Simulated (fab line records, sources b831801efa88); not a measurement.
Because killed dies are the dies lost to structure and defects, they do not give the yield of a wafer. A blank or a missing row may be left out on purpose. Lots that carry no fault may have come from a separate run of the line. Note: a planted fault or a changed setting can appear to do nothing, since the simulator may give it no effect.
Check of tool commonality / flow gf180mcu / Lots sampled 12, wafers sampled 36

THE REASON FOR OPENING IT
At GF_M2_RS_MEAS_05 the reading M2_ALCU_RS is flagged on 2 of 12 lots. No-fault wafers: 0.0691 ohm/sq, standard deviation 0.00078.
Rule: a lot gets a flag if all its wafers with a number sit over 4 standard deviations from that mean, or if no wafer of it has a number. All remaining lots are regarded as sound.

lot=L629; measured=day 18 12:48; on=film-metro-03; M2_ALCU_RS (ohm/sq), wafer by wafer=0.0694 0.0697 0.0697; flag=
lot=L630; measured=day 19 01:19; on=film-metro-03; M2_ALCU_RS (ohm/sq), wafer by wafer=0.0696 0.0691 0.0685; flag=
lot=L632; measured=day 19 06:19; on=film-metro-03; M2_ALCU_RS (ohm/sq), wafer by wafer=0.0687 0.0679 0.0689; flag=
lot=L633; measured=day 19 20:49; on=film-metro-03; M2_ALCU_RS (ohm/sq), wafer by wafer=0.0694 0.0687 0.0693; flag=
lot=L634; measured=day 20 06:05; on=film-metro-02; M2_ALCU_RS (ohm/sq), wafer by wafer=0.0696 0.0688 0.0693; flag=
lot=L635; measured=day 20 16:12; on=film-metro-03; M2_ALCU_RS (ohm/sq), wafer by wafer=0.0694 0.0708 0.0691; flag=
lot=L636; measured=day 20 17:24; on=film-metro-04; M2_ALCU_RS (ohm/sq), wafer by wafer=0.0695 0.0689 0.0691; flag=
lot=L638; measured=day 21 16:50; on=film-metro-03; M2_ALCU_RS (ohm/sq), wafer by wafer=0.0696 0.0697 0.0703; flag=
lot=L645; measured=day 24 04:46; on=film-metro-04; M2_ALCU_RS (ohm/sq), wafer by wafer=0.0649 0.0653 0.0647; flag=FLAGGED
lot=L646; measured=day 24 10:18; on=film-metro-03; M2_ALCU_RS (ohm/sq), wafer by wafer=0.0651 0.0659 0.0646; flag=FLAGGED
lot=L648; measured=day 25 04:36; on=film-metro-03; M2_ALCU_RS (ohm/sq), wafer by wafer=0.0683 0.0675 0.0683; flag=
lot=L651; measured=day 26 05:24; on=film-metro-02; M2_ALCU_RS (ohm/sq), wafer by wafer=0.0683 0.0690 0.0690; flag=
The mean of the flagged lots' numbers is 0.0651 ohm/sq, -0.0040 ohm/sq from the usual (-5 standard deviations).

EACH LOT AND THE TOOL IT RAN ON
Before the reading, the record contains 4 process steps out of a 602-step route. Read each cell as the tool, then ch plus the chambers that the sampled wafers visited, then the start.
lot=L629; flag=; GF_CONTACT_SPUTTER_23=pvd-sputter-04, day 16 11:18; GF_V1_CVD_02=pecvd-02 ch 0,1,2, day 17 11:50; GF_V1_CVD_23=cvd-w-02 ch 0,1, day 18 11:58; GF_M2_SPUTTER_02=pvd-sputter-01, day 18 12:41
lot=L630; flag=; GF_CONTACT_SPUTTER_23=pvd-sputter-04, day 16 23:35; GF_V1_CVD_02=pecvd-03 ch 0,1,2, day 17 23:42; GF_V1_CVD_23=cvd-w-01 ch 0,1, day 19 00:30; GF_M2_SPUTTER_02=pvd-sputter-03, day 19 01:13
lot=L632; flag=; GF_CONTACT_SPUTTER_23=pvd-sputter-01, day 17 03:14; GF_V1_CVD_02=pecvd-02 ch 0,1,2, day 18 04:05; GF_V1_CVD_23=cvd-w-02 ch 0,1, day 19 05:29; GF_M2_SPUTTER_02=pvd-sputter-03, day 19 06:12
lot=L633; flag=; GF_CONTACT_SPUTTER_23=pvd-sputter-04, day 17 16:02; GF_V1_CVD_02=pecvd-01 ch 0,1,2, day 18 17:57; GF_V1_CVD_23=cvd-w-01 ch 0,1, day 19 19:59; GF_M2_SPUTTER_02=pvd-sputter-01, day 19 20:42
lot=L634; flag=; GF_CONTACT_SPUTTER_23=pvd-sputter-04, day 18 01:55; GF_V1_CVD_02=pecvd-03 ch 0,2, day 19 03:09; GF_V1_CVD_23=cvd-w-01 ch 0,1, day 20 05:08; GF_M2_SPUTTER_02=pvd-sputter-01, day 20 06:00
lot=L635; flag=; GF_CONTACT_SPUTTER_23=pvd-sputter-03, day 18 11:18; GF_V1_CVD_02=pecvd-01 ch 1,2, day 19 13:15; GF_V1_CVD_23=cvd-w-02 ch 0,1, day 20 15:14; GF_M2_SPUTTER_02=pvd-sputter-01, day 20 16:07
lot=L636; flag=; GF_CONTACT_SPUTTER_23=pvd-sputter-03, day 18 13:30; GF_V1_CVD_02=pecvd-02 ch 0,1,2, day 19 15:05; GF_V1_CVD_23=cvd-w-02 ch 0,1, day 20 16:35; GF_M2_SPUTTER_02=pvd-sputter-03, day 20 17:16
lot=L638; flag=; GF_CONTACT_SPUTTER_23=pvd-sputter-03, day 19 12:35; GF_V1_CVD_02=pecvd-02 ch 0,2, day 20 14:22; GF_V1_CVD_23=cvd-w-02 ch 0,1, day 21 16:01; GF_M2_SPUTTER_02=pvd-sputter-03, day 21 16:45
lot=L645; flag=FLAGGED; GF_CONTACT_SPUTTER_23=pvd-sputter-03, day 22 03:06; GF_V1_CVD_02=pecvd-02 ch 1,2, day 23 03:46; GF_V1_CVD_23=cvd-w-02 ch 0,1, day 24 03:57; GF_M2_SPUTTER_02=pvd-sputter-01, day 24 04:40
lot=L646; flag=FLAGGED; GF_CONTACT_SPUTTER_23=pvd-sputter-01, day 22 08:50; GF_V1_CVD_02=pecvd-02 ch 0,2, day 23 09:14; GF_V1_CVD_23=cvd-w-01 ch 0,1, day 24 09:29; GF_M2_SPUTTER_02=pvd-sputter-01, day 24 10:13
lot=L648; flag=; GF_CONTACT_SPUTTER_23=pvd-sputter-01, day 23 04:41; GF_V1_CVD_02=pecvd-02 ch 0,1,2, day 24 05:02; GF_V1_CVD_23=cvd-w-01 ch 0,1, day 25 03:47; GF_M2_SPUTTER_02=pvd-sputter-03, day 25 04:31
lot=L651; flag=; GF_CONTACT_SPUTTER_23=pvd-sputter-04, day 24 06:06; GF_V1_CVD_02=pecvd-02 ch 0,1,2, day 25 06:11; GF_V1_CVD_23=cvd-w-02 ch 0,1, day 26 04:35; GF_M2_SPUTTER_02=pvd-sputter-03, day 26 05:18
What these steps do:
- GF_CONTACT_SPUTTER_23: material TiN, target thk 10 nm, time 40 s.
- GF_V1_CVD_02: deposits SiO2 from TEOS, target thk 850 nm, time 94.851 s.
- GF_V1_CVD_23: deposits W, target thk 350 nm, time 105.05 s.
- GF_M2_SPUTTER_02: material AlCu, target thk 450 nm, time 23.9 s.
- GF_M2_RS_MEAS_05: measures by four-point-probe.

FLAGGED AGAINST TOTAL, ONE TOOL AT A TIME (gauges that did the reading follow at the end)
step=GF_CONTACT_SPUTTER_23; tool=pvd-sputter-01; lots run=3; flagged=1; share of the flagged lots=some; sound lots run after its first flagged lot=1 (L648)
step=GF_CONTACT_SPUTTER_23; tool=pvd-sputter-03; lots run=4; flagged=1; share of the flagged lots=some; sound lots run after its first flagged lot=0
step=GF_CONTACT_SPUTTER_23; tool=pvd-sputter-04; lots run=5; flagged=0; share of the flagged lots=none; sound lots run after its first flagged lot=-
step=GF_V1_CVD_02; tool=pecvd-01; lots run=2; flagged=0; share of the flagged lots=none; sound lots run after its first flagged lot=-
step=GF_V1_CVD_02; tool=pecvd-02; lots run=8; flagged=2; share of the flagged lots=all; sound lots run after its first flagged lot=2 (L648,L651)
step=GF_V1_CVD_02; tool=pecvd-03; lots run=2; flagged=0; share of the flagged lots=none; sound lots run after its first flagged lot=-
step=GF_V1_CVD_23; tool=cvd-w-01; lots run=5; flagged=1; share of the flagged lots=some; sound lots run after its first flagged lot=1 (L648)
step=GF_V1_CVD_23; tool=cvd-w-02; lots run=7; flagged=1; share of the flagged lots=some; sound lots run after its first flagged lot=1 (L651)
step=GF_M2_SPUTTER_02; tool=pvd-sputter-01; lots run=6; flagged=2; share of the flagged lots=all; sound lots run after its first flagged lot=0
step=GF_M2_SPUTTER_02; tool=pvd-sputter-03; lots run=6; flagged=0; share of the flagged lots=none; sound lots run after its first flagged lot=-
step=GF_M2_RS_MEAS_05; tool=film-metro-02; lots run=2; flagged=0; share of the flagged lots=none; sound lots run after its first flagged lot=-
step=GF_M2_RS_MEAS_05; tool=film-metro-03; lots run=8; flagged=1; share of the flagged lots=some; sound lots run after its first flagged lot=1 (L648)
step=GF_M2_RS_MEAS_05; tool=film-metro-04; lots run=2; flagged=1; share of the flagged lots=some; sound lots run after its first flagged lot=0

THE TABLE: WHAT IT ALLOWS
Rows of the table that ran all the flagged lots, 2 in number: pecvd-02 at GF_V1_CVD_02; pvd-sputter-01 at GF_M2_SPUTTER_02.
- pecvd-02 at GF_V1_CVD_02 ran 8 lots, 2 of them flagged. Sound lots ran on it after the first flagged one (L648, L651), which a lasting fault on the whole tool wouldn't allow.
- pvd-sputter-01 at GF_M2_SPUTTER_02 ran 6 lots, 2 of them flagged. It ran its last sound lot, L635, at day 20 16:07 and its first flagged lot, L645, at day 24 04:40: a fault with its onset between the two fits. Its own readings lie more than 4 standard deviations out on every wafer of the flagged lots: cathode-dc-power-W.
Just one tool remains: pvd-sputter-01 at GF_M2_SPUTTER_02.

WHAT THE SIMULATOR PUT IN
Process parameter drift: pvd-sputter-01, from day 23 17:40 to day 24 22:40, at GF_M2_SPUTTER_02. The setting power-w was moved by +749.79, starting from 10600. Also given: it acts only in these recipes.
Shown lots that were struck: L645, L646. The same result came from the rule above.
